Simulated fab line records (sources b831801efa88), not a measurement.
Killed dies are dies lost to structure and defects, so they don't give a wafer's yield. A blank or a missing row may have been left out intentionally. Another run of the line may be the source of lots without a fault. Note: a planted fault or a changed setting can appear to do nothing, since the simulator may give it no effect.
2 desks looking at one fault    flow sky130    each desk holds nothing but its own numbers, with what lay behind them at the end

== AT THE TOOL OWNER'S DESK: pvd-sputter-02 ==
At SKY_CAP2M_SPUTTER_02 (material TiN, target thk 200 nm, time 166.7 s) the tool's own readings: per lot run on this tool, the mean of the sampled wafers that have a number. Marked OUT: a lot whose mean sits more than 4 standard deviations from the usual mean, which makes it out of limits; the brackets give that distance.
Columns: A = substrate-temp-c at SKY_CAP2M_SPUTTER_02, usual 300.01 C; B = throttle-valve-pct at SKY_CAP2M_SPUTTER_02, usual 29.8 %
lot   first seen here  A       B
L535  day 39 10:39     300.18  30.3
L536  day 39 22:43     300.05  29.8
L541  day 41 20:23     300.04  29.9
L542  day 42 00:20     299.98  29.8
L540  day 42 02:00     299.87  29.6
L543  day 42 03:10     300.05  30.3
L544  day 42 06:37     299.86  30.0
L546  day 42 18:56     299.98  30.4
L556  day 45 06:15     300.08  29.8
L557  day 45 14:31     300.09  29.7
This desk's verdict: no lot among the 10 shows anything out of limits.

== THE METROLOGY DESK ==
Means of the sampled wafers that have a number, per lot and without regard to the tool the lot ran on: this is what the gauges read. Marked OUT: a lot whose mean sits more than 4 standard deviations from the usual mean, which makes it out of limits; the brackets give that distance.
Columns: A = CONTACT_BOW at SKY_CONTACT_BOW_MEAS_05, usual 82 um; B = cd-nm at SKY_VIA1_CD_MEAS_12, usual 149.9 nm
lot   first seen here  A   B
L535  day 29 23:34     82  148.1
L536  day 30 13:31     80  151.1
L538  day 30 19:47     81  152.7
L541  day 32 19:38     79  151.6
L542  day 32 21:54     82  150.6
L540  day 32 22:55     90  151.0
L543  day 33 02:13     76  146.6
L544  day 33 07:21     76  149.4
L546  day 33 20:37     82  148.1
L556  day 36 19:20     82  148.0
L557  day 37 06:43     79  150.9
L558  day 37 16:08     82  151.2
This desk's verdict: no lot among the 12 shows anything out of limits.

== PUT TOGETHER ==
Nothing out of limits was seen by the tool owner's desk.
Nothing out of limits was seen by the metrology desk.

== WHAT THE SIMULATOR HAD PUT IN ==
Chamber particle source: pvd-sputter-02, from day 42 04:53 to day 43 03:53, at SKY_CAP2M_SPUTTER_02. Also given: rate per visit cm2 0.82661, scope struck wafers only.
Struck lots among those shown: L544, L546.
